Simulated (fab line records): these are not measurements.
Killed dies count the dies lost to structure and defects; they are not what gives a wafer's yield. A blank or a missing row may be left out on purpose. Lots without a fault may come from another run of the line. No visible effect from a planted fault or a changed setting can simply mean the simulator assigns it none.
A struck lot beside a sound one / flow sky130 / 43 steps out of a route of 708
Sound: the wafers L115.3, L115.4, L115.5. Wafers struck: L124.2, L124.4, L124.6. The cause is given at the end.
For every step that has rows: the tool of each side, followed by ch and its chambers, followed by its first start. Under that, the readings that differ: sound wafers / struck wafers / difference of the means / sigmas: that difference in standard deviations of wafers without a fault.
alike: words and numbers the same on both sides, and readings whose means are apart by under 2 such deviations; not compared: readings that were withheld, readings missing a value for some wafer, numbers with overlapping values and no deviation given by the record, and bounds like >300 which may hide the same value.
The two part at a step that has a row with sigmas, a row that says differs or no value, or rows on one side only. Numbers that have no deviation but don't overlap get no sigmas and don't part them. A reading missing from all wafers of one side parts the sides only when that side holds two or more wafers.

first, 4 steps without rows for these wafers: SKY_VIA2_CLEAN_18 (cleans in IPA, time 180 s); SKY_VIA2_CLEAN_19 (cleans in O3/DIW); SKY_VIA2_SPUTTER_20 (material TiN, target thk 20 nm, time 80 s); SKY_VIA2_CVD_21 (deposits W, target thk 420 nm, time 126.4 s).
SKY_VIA2_RS_MEAS_22: uses a four-point probe to measure.
  sound on filmMetro-02 at day 37 08:04; struck on filmMetro-02 at day 40 17:49
  alike: VIA2_W_RS
SKY_VIA2_THK_MEAS_23: measures by xrf.
  sound on filmMetro-02 at day 37 08:10; struck on filmMetro-02 at day 40 17:55
  alike: VIA2_W_THK
then, 1 step without rows for these wafers: SKY_VIA2_CMP_24 (polishes, stops on SiO2, t overpolish 20 s, target thk 0 nm).
SKY_METAL3_SPUTTER_00: material Ti, target thk 15 nm, time 10 s.
  sound on pvdSputter-01 at day 37 08:41; struck on pvdSputter-01 at day 40 18:16
  alike: throttleValvePct
then, 2 steps without rows for these wafers: SKY_METAL3_SPUTTER_01 (material TiN, target thk 20 nm, time 16.7 s); SKY_METAL3_SPUTTER_02 (material AlCu, target thk 735 nm, time 39.1 s).
SKY_METAL3_SPUTTER_03: material Ti, target thk 5 nm, time 3.3 s.
  sound on pvdSputter-01 at day 37 08:46; struck on pvdSputter-01 at day 40 18:22
  alike: throttleValvePct
then, 1 step without rows for these wafers: SKY_METAL3_SPUTTER_04 (material TiN, target thk 70 nm, time 58.3 s).
SKY_CAPM_CVD_00: deposits SiO2, target thk 15.5 nm.
  sound on pecvd-01 ch 0,1, day 37 08:50; struck on pecvd-04 ch 0,1,2, day 40 18:26
  alike: heaterPowerW, susceptorTempC
SKY_CAPM_THK_MEAS_01:
  sound on filmMetro-01 at day 37 08:53; struck on filmMetro-02 at day 40 18:28
  alike: CAPM_CVD_00_THK
SKY_CAPM_SPUTTER_02: material TiN, target thk 200 nm, time 166.7 s.
  sound on pvdSputter-02 at day 37 08:55; struck on pvdSputter-03 at day 40 18:31
  alike: susceptorTempC, throttleValvePct
SKY_CAPM_RS_MEAS_03: uses a four-point probe to measure.
  sound on filmMetro-04 at day 37 09:04; struck on filmMetro-04 at day 40 18:38
  alike: CAPM_TIN_RS
SKY_CAPM_THK_MEAS_04: measures by xrf.
  sound on filmMetro-04 at day 37 09:10; struck on filmMetro-04 at day 40 18:45
  alike: CAPM_TIN_THK
then, 7 steps without rows for these wafers: SKY_CAPM_DEHYDRATE_05 (time 60 s); SKY_CAPM_HMDS_06 (prime time 60 s); SKY_CAPM_COAT_07 (resist thk 1140 nm); SKY_CAPM_SOFTBAKE_08 (time 60 s); SKY_CAPM_EXPOSE_09 (exposes mask CAPM, target cd 1000 nm); SKY_CAPM_PEB_10; SKY_CAPM_DEVELOP_11 (develop time 60 s).
SKY_CAPM_OVL_MEAS_12:
  sound on overlay-01 at day 38 10:38; struck on overlay-02 at day 41 19:05
  alike: CAPM_OVL
SKY_CAPM_METAL_ETCH_13: etches TiN in Cl2/BCl3, stops on SiO2, target depth 220 nm, time 62.9 s.
  sound on rieMetal-01 ch 0,1, day 38 10:41; struck on rieMetal-03 ch 0,1, day 41 19:07
reading=throttleValvePct (%); sound=21.894 21.884 21.900; struck=21.912 21.921 21.912; difference=+0.022; sigmas=+2
  alike: drypumpMotorCurrentA, oesProductAu
  not compared: rfHoursCounterH
then, 12 steps without rows for these wafers: SKY_CAPM_STRIP_14 (strips in O2/N2); SKY_CAPM_STRIP_15 (strips in post etch residue remover, time 1200 s); SKY_CAPM_CLEAN_16 (cleans in IPA, time 180 s); SKY_CAPM_CLEAN_17 (cleans in O3/DIW); SKY_METAL3_DEHYDRATE_05 (time 60 s); SKY_METAL3_HMDS_06 (prime time 60 s); SKY_METAL3_COAT_07 (resist thk 60 nm); SKY_METAL3_COAT_08 (resist thk 1140 nm); SKY_METAL3_SOFTBAKE_09 (time 90 s); SKY_METAL3_EXPOSE_10 (exposes mask MM3, target cd 300 nm); SKY_METAL3_PEB_11; SKY_METAL3_DEVELOP_12 (develop time 60 s).
SKY_METAL3_CD_MEAS_13 targets a cd of 300 nm.
  sound on cdSem-01 at day 39 12:40; struck on cdSem-01 at day 42 19:11
  alike: cdNm
SKY_METAL3_OVL_MEAS_14:
  sound on overlay-02 at day 39 12:46; struck on overlay-01 at day 42 19:18
reading=METAL3_OVL (nm); sound=2 -2 -1; struck=15 9 9; difference=+11; sigmas=+2
then, 1 step without rows for these wafers: SKY_METAL3_DESCUM_15 (chemistry O2, time 8 s).
SKY_METAL3_ETCH_16: etches BARC in N2/H2, stops on SiO2, time 88.2 s, target depth 60 nm.
  sound on rieMetal-01 ch 0,1, day 39 12:50; struck on rieMetal-01 ch 0,1, day 42 19:22
  alike: drypumpMotorCurrentA, h2FlowSccm, oesProductAu, throttleValvePct
  not compared: rfHoursCounterH
-- the record jumps here: 6 days lie between the struck wafers' starts before and after (it left off in module METAL3 and takes up again in module PAD_OPEN, whose first step shown is number 708 of the route) --
SKY_PAD_OPEN_PROBE_99:
  sound on prober-02 at day 46 16:08; struck on prober-01 at day 49 03:46
reading=defectLimitedYield (%); sound=81.3 84.8 81.9; struck=76.0 81.7 76.0; difference=-4.8; sigmas=-3
reading=killedAtOther; sound=1 0 0; struck=42 21 39; difference=+34; sigmas=+70
reading=killedDies; sound=92 75 89; struck=118 90 118; difference=+23; sigmas=+2
reading=sort_bin_5_function (%); sound=11.4 8.7 8.7; struck=14.4 11.6 16.5; difference=+4.6; sigmas=+3
reading=sortNPass; sound=400 417 403; struck=374 402 374; difference=-23; sigmas=-2
reading=sortYieldPct (%); sound=81.3 84.8 81.9; struck=76.0 81.7 76.0; difference=-4.8; sigmas=-3
reading=model.etest.tester.sort_bin_5_pct (%); sound=11.38 8.74 8.74; struck=14.43 11.59 16.46; difference=+4.54; sigmas=
  alike: killed_at_M0_to_M3, killed_at_M4_up, killedAtContacts, killedAtFrontEnd, killedOpen, killedShort, sort_bin_3_pad_short, sort_bin_6_memory
  not compared: model.etest.tester.sortNPass, model.etest.tester.sortYieldPct, model.etest.tester.sort_bin_3_pct

== WHERE THEY PART ==
First at SKY_CAPM_METAL_ETCH_13; last, within this record, at SKY_PAD_OPEN_PROBE_99.

WHY: the cause the simulator had injected
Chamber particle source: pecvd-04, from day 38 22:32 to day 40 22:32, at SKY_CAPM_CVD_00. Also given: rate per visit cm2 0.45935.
